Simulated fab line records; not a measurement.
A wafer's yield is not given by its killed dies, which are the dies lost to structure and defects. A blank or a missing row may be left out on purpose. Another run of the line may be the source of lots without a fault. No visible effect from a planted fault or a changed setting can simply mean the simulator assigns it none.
A lot that was struck, set against a sound lot	flow sky130	15 out of 708 route steps
Sound: wafers L316.1, L316.2, L316.3. Struck: wafer L331.4 (left out: L331.1, L331.2 of the same lot, which were not struck); the cause appears at the end.
Order at every step that has rows: each side's tool, ch and its chambers, its first start. Under that, the readings that differ: sound wafers	struck wafers	difference of the means	sigmas: that difference in standard deviations of wafers without a fault.
alike: same words and numbers on both sides, and readings whose means sit less than 2 such deviations apart. not compared: any withheld reading, any reading some wafer has no value for, any bound like >300 that may hide the same value, and any number with overlapping values for which the record gives no deviation.
A row with sigmas, a row that says differs or no value, or rows on one side alone: a step with any of these is where the two part. Numbers that don't overlap but have no deviation are shown without sigmas and don't part them. A reading missing from all wafers of one side parts the sides only when that side holds two or more wafers.

SKY_VIA3_CD_MEAS_12: the cd target is 200 nm.
  struck on cdSem-02, day 44 13:40; sound on cdSem-01, day 39 22:46
  alike: cdNm
SKY_VIA3_OVL_MEAS_13:
  struck on overlay-01, day 44 13:47; sound on overlay-02, day 39 22:53
  alike: VIA3_OVL
SKY_VIA3_ETCH_14: etches BARC in N2/H2, stops on SiO2, time 45.9 s, target depth 60 nm.
  sound on rieDiel-01 ch 0,2,3, day 39 22:56; struck on rieDiel-01 ch 2, day 44 13:49
  alike: drypumpMotorCurrentA, oesProductAu, throttleValvePct
  not compared: rfHoursCounterH
then, 1 step without rows for these wafers: SKY_VIA3_ETCH_15 (etches SiO2 in C4F8/O2/Ar, stops on TiN, target depth 507 nm, time 78 s).
SKY_VIA3_STRIP_16: strips in O2/N2.
  sound on plasmaAsher-02 ch 0,1, day 39 23:02; struck on plasmaAsher-02 ch 1, day 44 13:55
reading	sound	struck	difference	sigmas
oesProductAu (a.u.)	0.399 0.395 0.406	0.413	+0.013	+3
  alike: drypumpMotorCurrentA, stripTimeToEndpointS
  not compared: rfHoursCounterH
then, 3 steps without rows for these wafers: SKY_VIA3_STRIP_17 (strips in post etch residue remover, time 1200 s); SKY_VIA3_CLEAN_18 (cleans in IPA, time 180 s); SKY_VIA3_CLEAN_19 (cleans in O3/DIW).
SKY_VIA3_SPUTTER_20: material TiN, target thk 20 nm, time 80 s.
  struck on pvdSputter-04, day 44 14:31; sound on pvdSputter-03, day 39 23:38
  alike: chamberPressurePa, throttleValvePct
SKY_VIA3_CVD_21: deposits W, target thk 390 nm, time 117.31 s.
  sound on cvdW-01 ch 0,1, day 39 23:41; struck on cvdW-01 ch 0, day 44 14:34
  alike: heaterPowerW
  not compared: sinceWetCleanH
SKY_VIA3_RS_MEAS_22: measures by four-point-probe.
  struck on filmMetro-02, day 44 14:41; sound on filmMetro-04, day 39 23:49
reading	sound	struck	difference	sigmas
VIA3_W_RS (ohm/sq)	0.293 0.299 0.295	0.304	+0.008	+2
SKY_VIA3_THK_MEAS_23: measures by xrf.
  struck on filmMetro-02, day 44 14:49; sound on filmMetro-04, day 39 23:56
reading	sound	struck	difference	sigmas
VIA3_W_THK (nm)	398 391 395	379	-16	-3
SKY_VIA3_CMP_24: polishes, stops on SiO2, t overpolish 20 s, target thk 0 nm.
  sound on cmp-02 ch 0,2,3, day 39 23:59; struck on cmp-02 ch 0, day 44 15:02
reading	sound	struck	difference	sigmas
overpolishRunS (s)	19.996 20.000 20.005	18.257	-1.743	-99 or more
tOverpolishS (s)	20 20 20	18.257	-1.743	
  alike: motorCurrentA, slurryFlowMlMin, timeToEndpointS
SKY_METAL4_SPUTTER_00: material Ti, target thk 15 nm, time 10 s.
  struck on pvdSputter-03, day 44 15:20; sound on pvdSputter-03, day 40 00:17
  alike: chamberPressurePa, throttleValvePct
-- the record jumps here: 5 days lie between the struck wafers' starts before and after (it left off in module METAL4 and takes up again in module PAD_OPEN, whose first step shown is number 708 of the route) --
SKY_PAD_OPEN_PROBE_99:
  struck on prober-02, day 49 19:15; sound on prober-02, day 46 00:59
  alike: defectLimitedYield, killed_at_M0_to_M3, killed_at_M4_up, killedAtContacts, killedAtFrontEnd, killedAtOther, killedDies, killedOpen, killedShort, sort_bin_3_pad_short, sort_bin_5_function, sort_bin_6_memory, sortNPass, sortYieldPct

WHERE THEY PART
Last at SKY_VIA3_CMP_24 as far as this record goes, first at SKY_VIA3_STRIP_16. Later steps at which nothing parts them and some readings are alike: SKY_METAL4_SPUTTER_00, SKY_PAD_OPEN_PROBE_99.

WHY: what the simulator had put in
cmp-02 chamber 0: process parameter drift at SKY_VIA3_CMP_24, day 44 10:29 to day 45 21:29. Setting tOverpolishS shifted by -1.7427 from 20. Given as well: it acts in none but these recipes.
